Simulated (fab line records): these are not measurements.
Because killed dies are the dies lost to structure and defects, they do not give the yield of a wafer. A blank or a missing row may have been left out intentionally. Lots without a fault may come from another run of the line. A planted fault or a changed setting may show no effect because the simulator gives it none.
Problem report in the 8D (eight disciplines) form, filled by code	flow sky130	the parts of the form that need people (team, actions taken, sign-off) are left out

## 1. THE ISSUE
Mean of killedAtFrontEnd at SKY_PAD_OPEN_PROBE_99: 64 across 6 wafers in 2 lots; on wafers with no fault it is 16 (standard deviation 4.6). Measured from the usual mean, that is +10 standard deviations.
First seen on wafer L611.2, day 49 00:14, on prober-02. The record holds 18 wafers of 6 lots with a number at this step. Rule for "out" (also "out of limits"): further than 4 standard deviations from the usual mean. All remaining wafers that have a number are taken as sound.

## 2. WHAT IT IS, AND WHAT IT ISN'T
question	is	is not
which readings at this step	killedAtFrontEnd	killed_at_M4_up, killedAtOther, killedShort
which lots	L611, L613	L615, L617, L619, L622
which wafers of those lots	all that have a number	-
read on which tools	prober-02	prober-01
when	from day 49 00:14	up to then (0 sound wafers); but 12 sound wafers of L615, L617, L619, L622 came after

## 3. THE SUSPECTS, EACH WITH WHAT RULES IT OUT
Counting: a tool at any process step up to the reading remains a suspect when it ran all the lots that are out and ran no sound lot after the first of those.
- wetBench-04 at SKY_FIELD_ISO_WET_ETCH_30 (etches SiO2 in dHF, target depth 25 nm, time 50 s): kept. It ran every lot that is out, first L611 (day 5 06:42), and no sound lot after that.
- rieDiel-03 at SKY_VIA4_ETCH_12 (etches SiO2 in C4F8/O2/Ar, stops on TiN, target depth 580 nm): ruled out as a lasting fault. Sound lots L619 ran on it after its first lot that is out, L611 (day 46 08:15).
- rieMetal-04 at SKY_METAL5_DESCUM_14 (chemistry O2, time 11 s): ruled out as a lasting fault. Sound lots L617, L619 ran on it after its first lot that is out, L611 (day 47 05:56).
- prober-02 at SKY_PAD_OPEN_PROBE_99: ruled out as a lasting fault. Sound lots L615, L617, L619 ran on it after its first lot that is out, L611 (day 49 00:14).
Remaining after the count: wetBench-04 at SKY_FIELD_ISO_WET_ETCH_30.

## 4. THE CAUSE (what the simulator had put in)
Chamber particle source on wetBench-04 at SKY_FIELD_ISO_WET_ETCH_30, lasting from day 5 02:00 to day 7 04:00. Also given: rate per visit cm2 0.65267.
After counting, this tool was the only one left.

## 5. THE CHAIN OF EFFECTS, in route order
Each row: a reading whose mean over the struck wafers that have a number lies more than 3 standard deviations from the usual. Only readings for which the record gives a usual standard deviation are gone through. hours: the time from each lot's start at the first step in this table that gives one to its start at this step, as a median over the lots. sigmas: the change in usual standard deviations.
hours	step	reading	usual	on struck wafers	change	sigmas
0	SKY_PAD_OPEN_PROBE_99	killedAtFrontEnd	16	64	+48	+10
0	SKY_PAD_OPEN_PROBE_99	killedDies	87	126	+39	+4.0
The process steps in it:
- SKY_PAD_OPEN_PROBE_99

## 6. HOW IT WOULD HAVE BEEN CAUGHT EARLIER
In this record no reading fell out of limits until day 49 00:14, 1054 hours after the fault had begun at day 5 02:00.
Of the tool readings at SKY_FIELD_ISO_WET_ETCH_30 for which the record gives a usual standard deviation, none was out on any struck wafer, so an alarm limit of 4 standard deviations on them would not have fired.
All the lots that are out (2) had begun SKY_FIELD_ISO_WET_ETCH_30 on wetBench-04 by day 49 00:14. Had the tool been put on hold then, not one of them would have been saved.
